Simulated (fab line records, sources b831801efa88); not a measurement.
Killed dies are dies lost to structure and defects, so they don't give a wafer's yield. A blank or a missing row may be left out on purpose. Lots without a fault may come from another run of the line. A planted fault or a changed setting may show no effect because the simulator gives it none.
Problem report in the 8D (eight disciplines) form, filled by code | flow gf180mcu | the parts of the form that need people (team, actions taken, sign-off) are left out

1. THE PROBLEM
NSD_RS at GF_PSD_RS_MEAS_14 reads a mean of 43.97 ohm/sq on 9 wafers of 3 lots; wafers without a fault read 46.09 ohm/sq with a standard deviation of 0.084. That is -25 standard deviations from the usual mean.
The step: measures by four-point-probe.
First seen on wafer L462.2, day 21 08:40, on film_metro-03. The record holds 36 wafers of 12 lots with a number at this step. Rule for "out", or "out of limits": more than 4 standard deviations from the usual mean. The other wafers with a number count as sound.

2. WHAT IT IS AND WHAT IT IS NOT
question                    | is                           | is not
which readings at this step | NSD_RS                       | -
which lots                  | L462, L463, L464             | L444, L445, L447, L448, L449, L451, L452, L453, L455
which wafers of those lots  | all that have a number       | -
read on which gauges        | film_metro-03, film_metro-04 | film_metro-02
when                        | from day 21 08:40            | up to then (27 sound wafers)

3. SUSPECTS, AND WHAT RULES EACH OUT
Counting: a tool at a process step up to the reading stays a suspect if it ran every lot that is out and no sound lot after the first of them.
- the gauge at GF_PSD_RS_MEAS_14: ruled out. The wafers that are out were read on 2 gauges (film_metro-03, film_metro-04).
- rtp_anneal-02 at GF_PSD_RTA_13 (time 20 s): kept. It ran every lot that is out, first L462 (day 21 08:34), and no sound lot after that; its last sound lot up to then is L453 (day 17 18:59). Its own readings are out on those wafers: run_length_s.
Left after counting: rtp_anneal-02 at GF_PSD_RTA_13.

4. THE CAUSE (what the simulator had put in)
Process parameter drift: rtp_anneal-02, from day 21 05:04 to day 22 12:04, at GF_PSD_RTA_13. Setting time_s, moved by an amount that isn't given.
Counting left only this tool.

5. THE CHAIN OF EFFECTS, in route order
Each row: a reading whose mean over the struck wafers that have a number lies more than 3 standard deviations from the usual. Only readings for which the record gives a usual standard deviation are gone through. hours: the time from each lot's start at the first step in this table that gives one to its start at this step, as a median over the lots. sigmas: the change in usual standard deviations.
hours | step              | reading      | usual         | on struck wafers | change | sigmas
0     | GF_PSD_RTA_13     | run_length_s | 48.9 s        | 58.3             | +9.4   | +13
0     | GF_PSD_RS_MEAS_14 | NSD_RS       | 46.09 ohm/sq  | 43.97            | -2.12  | -25
0     | GF_PSD_RS_MEAS_15 | PSD_RS       | 108.54 ohm/sq | 103.89           | -4.65  | -15
The process steps in it:
- GF_PSD_RTA_13: time 20 s.
Later measuring or inspecting steps at which every struck wafer that the step has a row for has a number for every such reading, and none has moved that far: GF_SAB_CD_MEAS_09.

6. WHAT WOULD HAVE CAUGHT IT SOONER
In this record the first reading out of limits at a measuring or inspecting step was taken at day 21 08:40, 4 hours after the fault began at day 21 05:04.
The tool's own readings at GF_PSD_RTA_13 were out on every struck wafer that the step has a row for (run_length_s): an alarm limit on them would have fired on the first of those.
Of the lots that are out (3), L464, L463 began GF_PSD_RTA_13 on rtp_anneal-02 after day 21 08:40. A hold on the tool at that time would have spared those 2.
